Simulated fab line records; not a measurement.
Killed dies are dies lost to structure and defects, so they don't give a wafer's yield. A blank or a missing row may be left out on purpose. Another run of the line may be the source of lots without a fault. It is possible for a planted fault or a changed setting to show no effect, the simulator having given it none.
fab line records	flow sky130	part 2 of 2: steps 30 to 39 of 39
record: lots: 5	wafers: 15	last_day: 49
route steps=708 shown LI_CONTACT@372 LOCAL_INTERCONNECT@387 CONTACT@406
lots with no fault: from the same line, run without faults
start_h: start of the lot's first displayed wafer, in hours after the record's first day	wait_h: how many hours have passed since the lot's step before this one	" repeats the value in the row above	L1.1+2: a row that stands for several wafers	- either no value or no given start	* or withheld: withheld	< > ~ a bound
route shown NAME@n: a module of which the file shows steps, and the number in the route of the first	usual: average and standard deviation across the fault-free wafers	same: alike in all rows	chamber/n: place in a boat	sites: the reading at each site	_std_site: their standard deviation	_edge_site: mean of outer sites minus mean of inner sites	radius_mm: how far each site lies from the wafer's centre	mask NAME#n: copy n	behind: the tool/chamber that last shaped the wafer	hold: the reason the lot was held/the length of the hold in hours/how it ended	device: transistor that didn't switch, given as n, p or np	end of line: the route-end tests of the same wafers	for a step that has no rows: nothing shown but its recipe	killed: count of dies lost to structure and defects at first sort (not the wafer's yield)	map: the dies of a wafer, with x for killed, . for not killed, _ for no die there
set.NAME: setting as actually run; set.NAME@STEP: the setting as run at that earlier step	model.NAME: the simulator's own value behind a step, which no gauge read
certain route steps with their lots: each step a table, each wafer a row
services: the hour from which a tool's chamber was out of use, counted from the record's first day as start_h (under 0 if before that day), plus the number of hours and why
== steps ==
step: SKY_LOCAL_INTERCONNECT_METAL_ETCH_14
recipe: target_depth_nm: 110	stop_on: PSG	chemistry: Cl2/BCl3	target: TiN	resist_sidewall_deg: 88	pressure_mtorr: 10	icp_w: 900	bias_w: 48.5	Cl2_flow_sccm: 60	bcl3_flow_sccm: 30	time_s: 31.4
usual: drypump_motor_current_A: 5.82/0.24	oes_product_au: 0.942/0.0074	throttle_valve_pct: 21.900/0.011
lot.wafer	tool	chamber	start_h	wait_h	drypump_motor_current_A	oes_product_au	rf_hours_counter_h	throttle_valve_pct
L077.1	rie_metal-03	1	726.16	0.0	5.70	0.944	12	21.894
L077.3	"	1	"	"	5.71	0.946	-	21.893
L077.5	"	0	"	"	5.70	0.950	-	21.906
L082.3	rie_metal-03	0	778.07	0.0	5.69	0.942	-	21.917
L082.4	"	1	"	"	5.70	0.930	-	21.919
L082.6	"	1	"	"	5.72	0.943	-	21.897
L086.1	rie_metal-02	0	803.93	0.0	5.56	0.951	5	21.895
L086.2	"	1	"	"	6.12	0.933	1	21.897
L086.6	"	1	"	"	6.09	0.946	-	21.911
L087.2	rie_metal-02	1	811.59	0.1	6.09	0.936	-	21.915
L087.3	"	1	"	"	6.09	0.933	-	21.897
L087.5	"	1	"	"	6.11	0.940	-	21.910
L090.1	rie_metal-03	1	829.39	0.1	5.71	0.948	16	21.878
L090.4	"	0	"	"	5.71	0.948	-	21.901
L090.6	"	0	"	"	5.69	0.936	-	21.915
step: SKY_LOCAL_INTERCONNECT_STRIP_15
recipe: chemistry: O2/N2	power_w: 1400	pressure_mtorr: 1500	platen_temp_c: withheld	o2_flow_sccm: 3000	n2_flow_sccm: 300	overash_fraction: 0.5
usual: drypump_motor_current_A: 5.8/0.5	oes_product_au: 0.428/0.0043	strip_time_to_endpoint_s: 4.745/0.022
lot.wafer	tool	chamber	start_h	wait_h	drypump_motor_current_A	oes_product_au	rf_hours_counter_h	strip_time_to_endpoint_s
L077.1	plasma_asher-01	1	726.21	0.0	6.3	0.431	94	4.761
L077.3	"	1	"	"	6.4	0.428	-	4.771
L077.5	"	0	"	"	6.2	0.421	-	4.743
L082.3	plasma_asher-02	0	778.14	0.1	4.9	0.431	-	4.752
L082.4	"	1	"	"	5.7	0.434	-	4.752
L082.6	"	1	"	"	5.7	0.429	-	4.740
L086.1	plasma_asher-04	1	803.98	0.0	5.6	0.427	6	4.764
L086.2	"	0	"	"	5.4	0.424	6	4.766
L086.6	"	1	"	"	5.6	0.425	-	4.751
L087.2	plasma_asher-01	1	811.67	0.1	6.4	0.423	103	4.747
L087.3	"	1	"	"	6.4	0.427	-	4.757
L087.5	"	0	"	"	6.2	0.427	-	4.711
L090.1	plasma_asher-02	1	829.46	0.0	5.7	0.430	40	4.788
L090.4	"	0	"	"	4.8	0.431	-	4.796
L090.6	"	1	"	"	5.7	0.429	-	4.790
step: SKY_LOCAL_INTERCONNECT_STRIP_16
recipe: chemistry: post_etch_residue_remover	time_s: 1200	temp_c: 72.5
lot.wafer	tool	chamber	start_h	wait_h
L077.1+3+5	wet_bench-01	0	726.31	0.1
L082.3+4+6	wet_bench-01	3	778.21	0.0
L086.1+2+6	wet_bench-02	1	804.08	0.1
L087.2+3+5	wet_bench-02	1	811.77	0.1
L090.1+4+6	wet_bench-02	2	829.56	0.1
step: SKY_LOCAL_INTERCONNECT_CLEAN_17
recipe: chemistry: IPA	time_s: 180	temp_c: 25
lot.wafer	tool	chamber	start_h	wait_h
L077.1+3+5	wet_bench-02	0	727.05	0.0
L082.3+4+6	wet_bench-03	1	778.58	0.0
L086.1+2+6	wet_bench-01	0	804.42	0.0
L087.2+3+5	wet_bench-03	3	812.11	0.0
L090.1+4+6	wet_bench-03	2	829.90	0.0
step: SKY_LOCAL_INTERCONNECT_CLEAN_18
recipe: chemistry: O3/DIW	dry: n2_spin
lot.wafer	tool	chamber	start_h	wait_h
L077.1+3+5	wet_bench-03	3	727.12	0.0
L082.3+4+6	wet_bench-02	2	778.64	0.0
L086.1+2+6	wet_bench-02	1	804.48	0.0
L087.2+3+5	wet_bench-01	2	812.17	0.0
L090.1+4+6	wet_bench-01	0	829.96	0.0
step: SKY_CONTACT_CVD_00
recipe: material: Si3N4	target_thk_nm: 75	temp_c: 400	time_s: withheld	rf_w: 450
usual: heater_power_w: 698/75
lot.wafer	tool	chamber	start_h	wait_h	heater_power_w
L077.1	pecvd-01	1	727.22	0.0	822
L077.3	"	0	"	"	697
L077.5	"	1	"	"	828
L082.3	pecvd-01	2	778.75	0.0	690
L082.4	"	2	"	"	698
L082.6	"	1	"	"	707
L086.1	pecvd-02	2	804.57	0.0	674
L086.2	"	1	"	"	876
L086.6	"	2	"	"	669
L087.2	pecvd-02	1	812.26	0.0	812
L087.3	"	2	"	"	552
L087.5	"	0	"	"	692
L090.1	pecvd-01	0	830.06	0.0	609
L090.4	"	2	"	"	642
L090.6	"	2	"	"	626
step: SKY_CONTACT_THK_MEAS_01
recipe: reads: Si3N4_of_CONTACT_CVD_00
usual: CONTACT_CVD_00_THK: 75.4/1.2
lot.wafer	tool	chamber	start_h	wait_h	CONTACT_CVD_00_THK[nm]
L077.1	film_metro-03	-	727.25	-	76.0
L077.3	"	-	"	"	75.3
L077.5	"	-	"	"	76.3
L082.3	film_metro-01	-	778.80	-	74.5
L082.4	"	-	"	"	74.5
L082.6	"	-	"	"	74.4
L086.1	film_metro-02	-	804.60	-	76.8
L086.2	"	-	"	"	75.9
L086.6	"	-	"	"	77.0
L087.2	film_metro-02	-	812.31	-	73.0
L087.3	"	-	"	"	73.5
L087.5	"	-	"	"	76.3
L090.1	film_metro-02	-	830.11	-	74.4
L090.4	"	-	"	"	75.3
L090.6	"	-	"	"	75.2
step: SKY_CONTACT_HDPCVD_02
recipe: material: SiO2	target_thk_nm: 565	sigma_open_frac: 0.3	time_s: 94.2	temp_c: 600	sih4_flow_sccm: 60	pressure_mtorr: 6
lot.wafer	tool	chamber	start_h	wait_h
L077.1+3+5	hdpcvd-02	2,1,2	727.31	0.1
L082.3+4+6	hdpcvd-02	2,0,2	778.88	0.1
L086.1+2+6	hdpcvd-02	2,0,0	804.66	0.1
L087.2+3+5	hdpcvd-01	2,0,0	812.36	0.0
L090.1+4+6	hdpcvd-01	2,0,2	830.17	0.1
step: SKY_CONTACT_THK_MEAS_03
recipe: reads: SiO2_of_CONTACT_HDPCVD_02
usual: CONTACT_HDPCVD_THK: 562/6.9
lot.wafer	tool	chamber	start_h	wait_h	CONTACT_HDPCVD_THK[nm]
L077.1	film_metro-02	-	727.38	0.0	561
L077.3	"	-	"	"	557
L077.5	"	-	"	"	568
L082.3	film_metro-03	-	778.97	0.1	568
L082.4	"	-	"	"	557
L082.6	"	-	"	"	562
L086.1	film_metro-01	-	804.73	0.0	574
L086.2	"	-	"	"	565
L086.6	"	-	"	"	566
L087.2	film_metro-01	-	812.44	0.0	558
L087.3	"	-	"	"	559
L087.5	"	-	"	"	557
L090.1	film_metro-03	-	830.24	0.0	555
L090.4	"	-	"	"	553
L090.6	"	-	"	"	557
step: SKY_CONTACT_CMP_04
recipe: material: SiO2	down_force_psi: 4	platen_rpm: 60	pad_velocity_m_s: 0.94248
usual: motor_current_A: 12.1/1.4	time_to_endpoint_s: 84/4.3
lot.wafer	tool	chamber	start_h	wait_h	motor_current_A	time_to_endpoint_s
L077.3	cmp-01	3	727.49	0.1	10.9	80
L077.1	"	1	"	"	13.2	83
L077.5	"	3	"	"	11.1	82
L082.3	cmp-02	3	779.06	0.1	9.3	83
L082.4	"	0	"	"	12.0	85
L082.6	"	2	"	"	13.1	85
L086.1	cmp-01	3	804.84	0.1	11.1	85
L086.2	"	1	"	"	13.7	84
L086.6	"	2	"	"	12.3	85
L087.3	cmp-01	1	812.49	0.0	13.5	82
L087.2	"	2	"	"	12.5	82
L087.5	"	2	"	"	12.6	81
L090.4	cmp-01	1	830.30	0.0	13.7	78
L090.1	"	0	"	"	14.2	78
L090.6	"	2	"	"	12.9	79
== services ==
tool	chamber	start_h	hours	kind
cmp-01	-	674.26	1.4	repair
krf_scanner-01	-	679.16	0.8	pm
cmp-02	-	684.47	1.3	repair
rie_metal-02	0	685.34	4.7	repair
rie_diel-02	2	687.70	9.9	repair
plasma_asher-02	-	698.96	1.4	repair
cvd_w-01	-	699.00	0.5	repair
cvd_w-01	0	714.27	13.4	repair
pvd_sputter-04	-	717.32	5.2	repair
cmp-02	-	726.45	4.4	repair
plasma_asher-04	-	727.57	0.4	repair
krf_scanner-01	-	733.57	1.3	pm
wet_bench-01	-	734.73	2.9	repair
wet_bench-03	-	741.27	0.5	repair
cmp-01	-	748.80	0.8	repair
krf_scanner-01	-	761.02	1.0	pm
rie_metal-03	-	763.00	0.1	repair
hdpcvd-02	1	778.30	13.5	repair
pvd_sputter-03	-	788.87	10.8	repair
cmp-01	-	795.94	4.1	pm
rie_diel-04	3	797.73	35.4	repair
rie_metal-03	-	804.60	2.7	pm
rie_metal-02	0	807.00	17.4	repair
cmp-01	-	810.89	1.0	repair
